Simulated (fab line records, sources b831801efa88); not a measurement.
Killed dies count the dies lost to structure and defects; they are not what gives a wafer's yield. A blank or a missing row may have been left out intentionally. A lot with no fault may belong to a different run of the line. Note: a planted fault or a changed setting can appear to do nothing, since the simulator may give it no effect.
Matching of chambers | flow gf180mcu | 4 sister chambers for GF_M5_ETCH_09 on rieDiel-01
The step etches Si3N4 in CF4/O2, target depth 52 nm, time 11.95 s. 18 wafers are shown with their chamber, then 9 later ones without.

## WAFERS WITH THEIR CHAMBER
wafer  | chamber | throttleValvePct (%) | oesProductAu (a.u.)
L074.3 | 3       | 5.976                | 0.998
L074.5 | 0       | 5.971                | 1.003
L074.6 | 3       | 5.958                | 1.008
L077.1 | 2       | 5.984                | 0.998
L077.3 | 3       | 5.970                | 0.990
L077.5 | 3       | 5.950                | 0.984
L078.2 | 0       | 5.966                | 0.996
L078.3 | 2       | 5.980                | 1.009
L078.5 | 1       | 5.960                | 0.993
L080.2 | 0       | 5.956                | 1.000
L080.5 | 0       | 5.970                | 0.996
L080.6 | 1       | 5.965                | 0.994
L085.1 | 1       | 5.965                | 0.994
L085.3 | 0       | 5.982                | 1.004
L085.4 | 3       | 5.969                | 0.994
L091.3 | 3       | 5.975                | 1.001
L091.5 | 0       | 5.980                | 1.004
L091.6 | 3       | 5.981                | 1.000

SIGNATURES (averages over the wafers above)
reading          | chamber 0 | chamber 1 | chamber 2 | chamber 3 | scatter within a chamber
throttleValvePct | 5.97083   | 5.96333   | 5.98200   | 5.96843   | 0.00921
oesProductAu     | 1.00050   | 0.99367   | 1.00350   | 0.99643   | 0.006
Rule: for a wafer and a chamber, the distance is found by dividing, reading by reading, the gap between the wafer's reading and the chamber's mean by the reading's scatter, squaring, summing and taking the root. The wafer belongs to the nearest chamber; if the next one is less than 2 further off, it can't be placed. How the scatter is found: for the shown wafers, subtract from each reading the mean of its chamber, square and add these, divide the total by (wafers less chambers), then take the root.

## WAFERS WITHOUT THEIR CHAMBER
wafer  | throttleValvePct (%) | oesProductAu (a.u.)
L092.3 | 5.980                | 0.990
L092.4 | 5.967                | 0.993
L092.6 | 5.980                | 0.987
L096.2 | 5.969                | 0.999
L096.4 | 5.975                | 0.997
L096.5 | 5.957                | 0.992
L097.1 | 5.979                | 1.005
L097.2 | 5.974                | 1.000
L097.3 | 5.974                | 0.985

## CHAMBER TAKEN BY EACH
wafer  | from the rows above               | in truth
L092.3 | can't be placed: 3 or 1 or 0 or 2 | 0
L092.4 | can't be placed: 1 or 3 or 0 or 2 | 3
L092.6 | can't be placed: 3 or 1 or 0 or 2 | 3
L096.2 | can't be placed: 0 or 3 or 1 or 2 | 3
L096.4 | can't be placed: 3 or 0 or 2 or 1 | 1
L096.5 | can't be placed: 1 or 3 or 0      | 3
L097.1 | can't be placed: 2 or 0 or 3      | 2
L097.2 | can't be placed: 0 or 3 or 2 or 1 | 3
L097.3 | can't be placed: 1 or 3 or 0 or 2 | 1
0 of 9 placed correctly. Can't be placed from these rows: 9 (the true chamber is among the candidates in 9). Wrongly placed: 0.
